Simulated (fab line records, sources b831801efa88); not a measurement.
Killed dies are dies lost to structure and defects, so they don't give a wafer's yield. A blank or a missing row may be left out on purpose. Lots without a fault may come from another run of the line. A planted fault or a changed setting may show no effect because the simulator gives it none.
Which tool did it? | flow gf180mcu | 12 lots, 36 wafers sampled, at 5 steps of a route of 602

WHAT THE GAUGES READ, wafer by wafer
GF_PASSIVATION_THK_MEAS_01.
lot  | measured     | on            | PASSIVATION_CVD_00_THK (nm)
L155 | day 28 01:46 | film_metro-02 | 1003 1002 1010
L157 | day 28 13:52 | film_metro-03 | 991 990 1003
L161 | day 29 19:29 | film_metro-04 | 983 1017 1019
L162 | day 30 05:33 | film_metro-04 | 986 1001 1009
L164 | day 30 20:33 | film_metro-04 | 1001 1013 578
L165 | day 31 07:54 | film_metro-03 | 582 991 584
L167 | day 31 16:09 | film_metro-03 | 986 1009 1009
L172 | day 32 23:50 | film_metro-03 | 1014 1015 1019
L175 | day 33 15:14 | film_metro-03 | 994 998 1000
L176 | day 33 18:37 | film_metro-04 | 1004 1017 1009
L177 | day 34 00:13 | film_metro-02 | 1002 1032 1010
L178 | day 34 04:55 | film_metro-04 | 1010 1019 997

GF_PASSIVATION_THK_MEAS_03.
lot  | measured     | on            | PASSIVATION_CVD_02_THK (nm)
L155 | day 28 02:07 | film_metro-03 | 706 714 710
L157 | day 28 14:12 | film_metro-04 | 698 694 701
L161 | day 29 19:49 | film_metro-02 | 682 698 697
L162 | day 30 05:53 | film_metro-02 | 685 705 712
L164 | day 30 20:54 | film_metro-03 | 686 706 711
L165 | day 31 08:15 | film_metro-02 | 691 700 708
L167 | day 31 16:30 | film_metro-02 | 689 694 699
L172 | day 33 00:11 | film_metro-03 | 700 709 701
L175 | day 33 15:35 | film_metro-04 | 702 686 705
L176 | day 33 18:58 | film_metro-03 | 701 706 701
L177 | day 34 00:34 | film_metro-03 | 698 705 706
L178 | day 34 05:16 | film_metro-04 | 699 700 697

WHICH TOOL RAN EACH LOT (tool, then ch and the chambers of the sampled wafers, then the start)
lot  | GF_V5_CVD_23                  | GF_TOP_METAL_SPUTTER_04      | GF_PASSIVATION_CVD_00
L155 | cvd_w-01 ch 0,1, day 27 04:09 | pvd_sputter-03, day 27 04:54 | pecvd-04 ch 0,1,2, day 28 01:42
L157 | cvd_w-01 ch 0,1, day 27 16:36 | pvd_sputter-04, day 27 17:23 | pecvd-04 ch 0,2, day 28 13:47
L161 | cvd_w-01 ch 0,1, day 28 23:04 | pvd_sputter-04, day 28 23:51 | pecvd-04 ch 0,1,2, day 29 19:24
L162 | cvd_w-01 ch 0,1, day 29 09:22 | pvd_sputter-03, day 29 10:09 | pecvd-03 ch 0,2, day 30 05:28
L164 | cvd_w-02 ch 0,1, day 30 00:46 | pvd_sputter-04, day 30 01:31 | pecvd-03 ch 1,2, day 30 20:28
L165 | cvd_w-01 ch 1, day 30 11:55   | pvd_sputter-01, day 30 12:42 | pecvd-03 ch 1,2, day 31 07:49
L167 | cvd_w-01 ch 0,1, day 30 21:04 | pvd_sputter-04, day 30 21:52 | pecvd-02 ch 0,1,2, day 31 16:05
L172 | cvd_w-01 ch 0,1, day 32 06:05 | pvd_sputter-01, day 32 06:53 | pecvd-02 ch 0,1,2, day 32 23:45
L175 | cvd_w-02 ch 0,1, day 32 21:32 | pvd_sputter-01, day 32 22:19 | pecvd-02 ch 1,2, day 33 15:10
L176 | cvd_w-01 ch 0,1, day 33 01:19 | pvd_sputter-01, day 33 02:06 | pecvd-04 ch 0,2, day 33 18:31
L177 | cvd_w-01 ch 0,1, day 33 07:22 | pvd_sputter-03, day 33 08:09 | pecvd-04 ch 1,2, day 34 00:08
L178 | cvd_w-02 ch 0,1, day 33 12:06 | pvd_sputter-01, day 33 12:52 | pecvd-03 ch 0,1,2, day 34 04:51
- GF_V5_CVD_23: deposits W, target thk 350 nm, time 104.9 s.
- GF_TOP_METAL_SPUTTER_04: material TiN, target thk 25 nm, time 20.8 s.
- GF_PASSIVATION_CVD_00: deposits SiO2 from TEOS, target thk 1000 nm, time 111.95 s.

WHAT THE TOOLS THEMSELVES READ (means of the sampled wafers that have a number; where no wafer has one, the mark that the record gives instead)
GF_V5_CVD_23.
lot  | tool     | heater_power_w (W)
L155 | cvd_w-01 | 822
L157 | cvd_w-01 | 798
L161 | cvd_w-01 | 796
L162 | cvd_w-01 | 799
L164 | cvd_w-02 | 892
L165 | cvd_w-01 | 846
L167 | cvd_w-01 | 787
L172 | cvd_w-01 | 832
L175 | cvd_w-02 | 883
L176 | cvd_w-01 | 830
L177 | cvd_w-01 | 801
L178 | cvd_w-02 | 896

GF_TOP_METAL_SPUTTER_04.
lot  | tool           | throttle_valve_pct (%)
L155 | pvd_sputter-03 | 30.4
L157 | pvd_sputter-04 | 29.3
L161 | pvd_sputter-04 | 28.1
L162 | pvd_sputter-03 | 30.2
L164 | pvd_sputter-04 | 29.3
L165 | pvd_sputter-01 | 30.3
L167 | pvd_sputter-04 | 30.3
L172 | pvd_sputter-01 | 30.7
L175 | pvd_sputter-01 | 30.7
L176 | pvd_sputter-01 | 30.2
L177 | pvd_sputter-03 | 30.7
L178 | pvd_sputter-01 | 30.0

GF_PASSIVATION_CVD_00.
lot  | tool     | heater_power_w (W)
L155 | pecvd-04 | 650
L157 | pecvd-04 | 831
L161 | pecvd-04 | 674
L162 | pecvd-03 | 540
L164 | pecvd-03 | 535
L165 | pecvd-03 | 659
L167 | pecvd-02 | 572
L172 | pecvd-02 | 529
L175 | pecvd-02 | 611
L176 | pecvd-04 | 785
L177 | pecvd-04 | 756
L178 | pecvd-03 | 607

THE ANSWER, worked out from the rows above alone
Rule: what is usual is taken from the lots themselves. Put in order of their means at a reading, lots are off if they are a third of the lots or fewer, leave a main group of 4 or more, and stand apart from it by a gap of 3 or more times the standard deviation of the main group's means; of several such gaps the widest counts. A main group whose means are all the same, to the digits that the tables above print for the reading, isn't used. A lot without any number at a reading at which 4 lots or more have one is off too. The other lots that the step has rows for count as sound. The gauges are gone through in route order, then the tools' own readings, and for those a lot's mean is taken as printed above. The first step at which some lot is off is used, and at that step the reading that is off furthest; a lot without a number counts as furthest.
Off: L164, L165, at GF_PASSIVATION_THK_MEAS_01 (PASSIVATION_CVD_00_THK). The main group: mean 1005 nm, standard deviation 6.9.
A tool fits if, at a process step before that reading, it ran every lot that is off, and no sound lot after the first of them. The gauges at GF_PASSIVATION_THK_MEAS_01 are tried like those tools. None of those tried fits.

WHAT THE SIMULATOR HAD PUT IN
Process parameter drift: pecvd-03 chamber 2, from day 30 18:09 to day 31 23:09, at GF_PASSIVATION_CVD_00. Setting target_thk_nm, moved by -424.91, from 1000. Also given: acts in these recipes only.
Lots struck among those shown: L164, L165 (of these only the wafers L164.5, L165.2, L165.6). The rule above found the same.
